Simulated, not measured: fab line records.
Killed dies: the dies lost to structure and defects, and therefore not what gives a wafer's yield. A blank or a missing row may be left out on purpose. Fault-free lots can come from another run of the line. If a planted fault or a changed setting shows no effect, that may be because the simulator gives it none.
Which tool is to blame? || flow gf180mcu || 12 lots with 36 wafers sampled at 5 steps, on a route of 602 steps

## WHAT THE GAUGES READ, wafer by wafer
GF_V4_THK_MEAS_25: measures by xrf. Usual: V4_W_THK typically reads 359 nm, with standard deviation 5.
{"lot": "L457", "measured": "day 25 13:18", "on": "filmMetro-03", "V4_W_THK (nm)": "351 351 353", "flag": ""}
{"lot": "L460", "measured": "day 26 15:51", "on": "filmMetro-04", "V4_W_THK (nm)": "363 359 367", "flag": ""}
{"lot": "L461", "measured": "day 27 01:54", "on": "filmMetro-04", "V4_W_THK (nm)": "355 363 360", "flag": ""}
{"lot": "L462", "measured": "day 27 07:41", "on": "filmMetro-04", "V4_W_THK (nm)": "354 359 361", "flag": ""}
{"lot": "L463", "measured": "day 27 14:10", "on": "filmMetro-04", "V4_W_THK (nm)": "363 357 358", "flag": ""}
{"lot": "L466", "measured": "day 28 14:38", "on": "filmMetro-03", "V4_W_THK (nm)": "357 359 365", "flag": ""}
{"lot": "L467", "measured": "day 28 16:21", "on": "filmMetro-03", "V4_W_THK (nm)": "351 353 351", "flag": ""}
{"lot": "L468", "measured": "day 29 05:39", "on": "filmMetro-02", "V4_W_THK (nm)": "359 352 357", "flag": ""}
{"lot": "L469", "measured": "day 29 10:16", "on": "filmMetro-03", "V4_W_THK (nm)": "353 351 355", "flag": ""}
{"lot": "L470", "measured": "day 29 15:40", "on": "filmMetro-04", "V4_W_THK (nm)": "356 366 363", "flag": ""}
{"lot": "L471", "measured": "day 29 21:30", "on": "filmMetro-04", "V4_W_THK (nm)": "362 364 361", "flag": ""}
{"lot": "L472", "measured": "day 30 06:40", "on": "filmMetro-03", "V4_W_THK (nm)": "355 354 357", "flag": ""}

GF_V5_THK_MEAS_03. Usual: V5_CVD_02_THK typically reads 1453 nm, with standard deviation 19.
{"lot": "L457", "measured": "day 27 09:05", "on": "filmMetro-02", "V5_CVD_02_THK (nm)": "1465 1459 1490", "flag": ""}
{"lot": "L460", "measured": "day 28 09:28", "on": "filmMetro-01", "V5_CVD_02_THK (nm)": "1426 1424 1439", "flag": ""}
{"lot": "L461", "measured": "day 28 19:56", "on": "filmMetro-03", "V5_CVD_02_THK (nm)": "1452 1463 1481", "flag": ""}
{"lot": "L462", "measured": "day 29 01:16", "on": "filmMetro-01", "V5_CVD_02_THK (nm)": "1476 1471 1473", "flag": ""}
{"lot": "L463", "measured": "day 29 07:14", "on": "filmMetro-01", "V5_CVD_02_THK (nm)": "1487 1474 1481", "flag": ""}
{"lot": "L466", "measured": "day 30 05:54", "on": "filmMetro-01", "V5_CVD_02_THK (nm)": "1422 1436 1462", "flag": ""}
{"lot": "L467", "measured": "day 30 08:05", "on": "filmMetro-03", "V5_CVD_02_THK (nm)": "1473 1447 1475", "flag": ""}
{"lot": "L468", "measured": "day 30 20:47", "on": "filmMetro-01", "V5_CVD_02_THK (nm)": "1444 1448 1484", "flag": ""}
{"lot": "L469", "measured": "day 31 01:40", "on": "filmMetro-03", "V5_CVD_02_THK (nm)": "1443 1432 1458", "flag": ""}
{"lot": "L470", "measured": "day 31 06:04", "on": "filmMetro-02", "V5_CVD_02_THK (nm)": "1996 1443 2016", "flag": "OFF"}
{"lot": "L471", "measured": "day 31 11:47", "on": "filmMetro-03", "V5_CVD_02_THK (nm)": "1438 1980 1469", "flag": "OFF"}
{"lot": "L472", "measured": "day 31 20:11", "on": "filmMetro-02", "V5_CVD_02_THK (nm)": "1428 1441 1457", "flag": ""}

## WHICH TOOL RAN EACH LOT (tool, then ch and the chambers of the sampled wafers, then the start)
{"lot": "L457", "GF_MIM_SPUTTER_02": "pvdSputter-01, day 25 13:47", "GF_MIM_SPUTTER_04": "pvdSputter-01, day 25 13:50", "GF_V5_CVD_02": "pecvd-03 ch 0,1,2, day 27 08:59"}
{"lot": "L460", "GF_MIM_SPUTTER_02": "pvdSputter-03, day 26 16:20", "GF_MIM_SPUTTER_04": "pvdSputter-03, day 26 16:23", "GF_V5_CVD_02": "pecvd-04 ch 0,1, day 28 09:22"}
{"lot": "L461", "GF_MIM_SPUTTER_02": "pvdSputter-01, day 27 02:23", "GF_MIM_SPUTTER_04": "pvdSputter-01, day 27 02:26", "GF_V5_CVD_02": "pecvd-03 ch 1,2, day 28 19:47"}
{"lot": "L462", "GF_MIM_SPUTTER_02": "pvdSputter-02, day 27 08:10", "GF_MIM_SPUTTER_04": "pvdSputter-02, day 27 08:14", "GF_V5_CVD_02": "pecvd-03 ch 1,2, day 29 01:07"}
{"lot": "L463", "GF_MIM_SPUTTER_02": "pvdSputter-02, day 27 14:40", "GF_MIM_SPUTTER_04": "pvdSputter-02, day 27 14:43", "GF_V5_CVD_02": "pecvd-03 ch 0,1, day 29 07:08"}
{"lot": "L466", "GF_MIM_SPUTTER_02": "pvdSputter-01, day 28 15:08", "GF_MIM_SPUTTER_04": "pvdSputter-01, day 28 15:11", "GF_V5_CVD_02": "pecvd-04 ch 0,2, day 30 05:47"}
{"lot": "L467", "GF_MIM_SPUTTER_02": "pvdSputter-01, day 28 16:50", "GF_MIM_SPUTTER_04": "pvdSputter-01, day 28 16:53", "GF_V5_CVD_02": "pecvd-03 ch 0,1,2, day 30 07:59"}
{"lot": "L468", "GF_MIM_SPUTTER_02": "pvdSputter-01, day 29 06:08", "GF_MIM_SPUTTER_04": "pvdSputter-01, day 29 06:11", "GF_V5_CVD_02": "pecvd-03 ch 0,2, day 30 20:41"}
{"lot": "L469", "GF_MIM_SPUTTER_02": "pvdSputter-01, day 29 10:44", "GF_MIM_SPUTTER_04": "pvdSputter-01, day 29 10:47", "GF_V5_CVD_02": "pecvd-02 ch 1,2, day 31 01:32"}
{"lot": "L470", "GF_MIM_SPUTTER_02": "pvdSputter-01, day 29 16:08", "GF_MIM_SPUTTER_04": "pvdSputter-01, day 29 16:11", "GF_V5_CVD_02": "pecvd-03 ch 0,1,2, day 31 05:56"}
{"lot": "L471", "GF_MIM_SPUTTER_02": "pvdSputter-02, day 29 21:59", "GF_MIM_SPUTTER_04": "pvdSputter-02, day 29 22:02", "GF_V5_CVD_02": "pecvd-03 ch 0,1, day 31 11:41"}
{"lot": "L472", "GF_MIM_SPUTTER_02": "pvdSputter-03, day 30 07:09", "GF_MIM_SPUTTER_04": "pvdSputter-03, day 30 07:12", "GF_V5_CVD_02": "pecvd-02 ch 1,2, day 31 20:01"}
- GF_MIM_SPUTTER_02: material AlCu, target thk 450 nm, time 23.9 s.
- GF_MIM_SPUTTER_04: material TiN, target thk 50 nm, time 41.7 s.
- GF_V5_CVD_02: deposits SiO2 from TEOS, target thk 1450 nm, time 163.28 s.

## AS READ BY THE TOOLS THEMSELVES (means over the sampled wafers that have a number; for cases with no such wafer, the mark the record gives instead)
GF_MIM_SPUTTER_02. Usual: cathodeDcPowerW 10600 W, standard deviation 2; throttleValvePct 29.2 %, standard deviation 0.84.
{"lot": "L457", "tool": "pvdSputter-01", "cathodeDcPowerW (W)": 10601, "throttleValvePct (%)": 29.1, "flag": ""}
{"lot": "L460", "tool": "pvdSputter-03", "cathodeDcPowerW (W)": 10600, "throttleValvePct (%)": 30.1, "flag": ""}
{"lot": "L461", "tool": "pvdSputter-01", "cathodeDcPowerW (W)": 10600, "throttleValvePct (%)": 28.7, "flag": ""}
{"lot": "L462", "tool": "pvdSputter-02", "cathodeDcPowerW (W)": 10598, "throttleValvePct (%)": 29.2, "flag": ""}
{"lot": "L463", "tool": "pvdSputter-02", "cathodeDcPowerW (W)": 10601, "throttleValvePct (%)": 29.1, "flag": ""}
{"lot": "L466", "tool": "pvdSputter-01", "cathodeDcPowerW (W)": 10601, "throttleValvePct (%)": 28.4, "flag": ""}
{"lot": "L467", "tool": "pvdSputter-01", "cathodeDcPowerW (W)": 10600, "throttleValvePct (%)": 28.4, "flag": ""}
{"lot": "L468", "tool": "pvdSputter-01", "cathodeDcPowerW (W)": 10601, "throttleValvePct (%)": 28.5, "flag": ""}
{"lot": "L469", "tool": "pvdSputter-01", "cathodeDcPowerW (W)": 10601, "throttleValvePct (%)": 28.8, "flag": ""}
{"lot": "L470", "tool": "pvdSputter-01", "cathodeDcPowerW (W)": 10600, "throttleValvePct (%)": 28.9, "flag": ""}
{"lot": "L471", "tool": "pvdSputter-02", "cathodeDcPowerW (W)": 10599, "throttleValvePct (%)": 29.2, "flag": ""}
{"lot": "L472", "tool": "pvdSputter-03", "cathodeDcPowerW (W)": 10600, "throttleValvePct (%)": 29.9, "flag": ""}

GF_MIM_SPUTTER_04. Usual: cathodeDcPowerW 6500.0 W, standard deviation 1.1; throttleValvePct 29.2 %, standard deviation 0.85.
{"lot": "L457", "tool": "pvdSputter-01", "cathodeDcPowerW (W)": 6498.6, "throttleValvePct (%)": 29.2, "flag": ""}
{"lot": "L460", "tool": "pvdSputter-03", "cathodeDcPowerW (W)": 6499.6, "throttleValvePct (%)": 30.1, "flag": ""}
{"lot": "L461", "tool": "pvdSputter-01", "cathodeDcPowerW (W)": 6499.8, "throttleValvePct (%)": 28.7, "flag": ""}
{"lot": "L462", "tool": "pvdSputter-02", "cathodeDcPowerW (W)": 6499.5, "throttleValvePct (%)": 29.3, "flag": ""}
{"lot": "L463", "tool": "pvdSputter-02", "cathodeDcPowerW (W)": 6500.1, "throttleValvePct (%)": 29.2, "flag": ""}
{"lot": "L466", "tool": "pvdSputter-01", "cathodeDcPowerW (W)": 6500.4, "throttleValvePct (%)": 28.5, "flag": ""}
{"lot": "L467", "tool": "pvdSputter-01", "cathodeDcPowerW (W)": 6499.7, "throttleValvePct (%)": 28.6, "flag": ""}
{"lot": "L468", "tool": "pvdSputter-01", "cathodeDcPowerW (W)": 6500.7, "throttleValvePct (%)": 28.4, "flag": ""}
{"lot": "L469", "tool": "pvdSputter-01", "cathodeDcPowerW (W)": 6499.7, "throttleValvePct (%)": 28.7, "flag": ""}
{"lot": "L470", "tool": "pvdSputter-01", "cathodeDcPowerW (W)": 6501.3, "throttleValvePct (%)": 28.8, "flag": ""}
{"lot": "L471", "tool": "pvdSputter-02", "cathodeDcPowerW (W)": 6501.0, "throttleValvePct (%)": 29.1, "flag": ""}
{"lot": "L472", "tool": "pvdSputter-03", "cathodeDcPowerW (W)": 6500.3, "throttleValvePct (%)": 30.1, "flag": ""}

GF_V5_CVD_02. Usual: heaterPowerW reads 632 W (standard deviation 88).
{"lot": "L457", "tool": "pecvd-03", "heaterPowerW (W)": 604, "flag": ""}
{"lot": "L460", "tool": "pecvd-04", "heaterPowerW (W)": 566, "flag": ""}
{"lot": "L461", "tool": "pecvd-03", "heaterPowerW (W)": 619, "flag": ""}
{"lot": "L462", "tool": "pecvd-03", "heaterPowerW (W)": 572, "flag": ""}
{"lot": "L463", "tool": "pecvd-03", "heaterPowerW (W)": 683, "flag": ""}
{"lot": "L466", "tool": "pecvd-04", "heaterPowerW (W)": 588, "flag": ""}
{"lot": "L467", "tool": "pecvd-03", "heaterPowerW (W)": 672, "flag": ""}
{"lot": "L468", "tool": "pecvd-03", "heaterPowerW (W)": 675, "flag": ""}
{"lot": "L469", "tool": "pecvd-02", "heaterPowerW (W)": 709, "flag": ""}
{"lot": "L470", "tool": "pecvd-03", "heaterPowerW (W)": 623, "flag": ""}
{"lot": "L471", "tool": "pecvd-03", "heaterPowerW (W)": 606, "flag": ""}
{"lot": "L472", "tool": "pecvd-02", "heaterPowerW (W)": 741, "flag": ""}

## THE ANSWER, worked out from the rows above alone
Rule: a lot is off if the mean of its wafers that have a number lies more than 3 standard deviations from the usual mean. Also off: a lot with no number at a reading for which 4 or more lots have one. Where the step has rows for the other lots, those lots are counted as sound. First the gauges in route order, then the tools' own readings, where a lot's mean is used as printed above. At the first step where some lot is off, the reading lying furthest off is the one used; lots without a number count as furthest.
Off: at GF_V5_THK_MEAS_03 (V5_CVD_02_THK), L470, L471.
A tool fits if, at a process step before that reading, it ran every lot that is off, and no sound lot after the first of them. The gauges at GF_V5_THK_MEAS_03 are tried like those tools. One fits: pecvd-03 at GF_V5_CVD_02. Its last sound lot is L468 (day 30 20:41), its first lot that is off L470 (day 31 05:56): a fault that began between those two fits.

## WHAT THE SIMULATOR PUT IN
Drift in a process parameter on pecvd-03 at GF_V5_CVD_02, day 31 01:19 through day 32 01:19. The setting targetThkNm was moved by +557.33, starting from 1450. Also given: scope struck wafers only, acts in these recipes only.
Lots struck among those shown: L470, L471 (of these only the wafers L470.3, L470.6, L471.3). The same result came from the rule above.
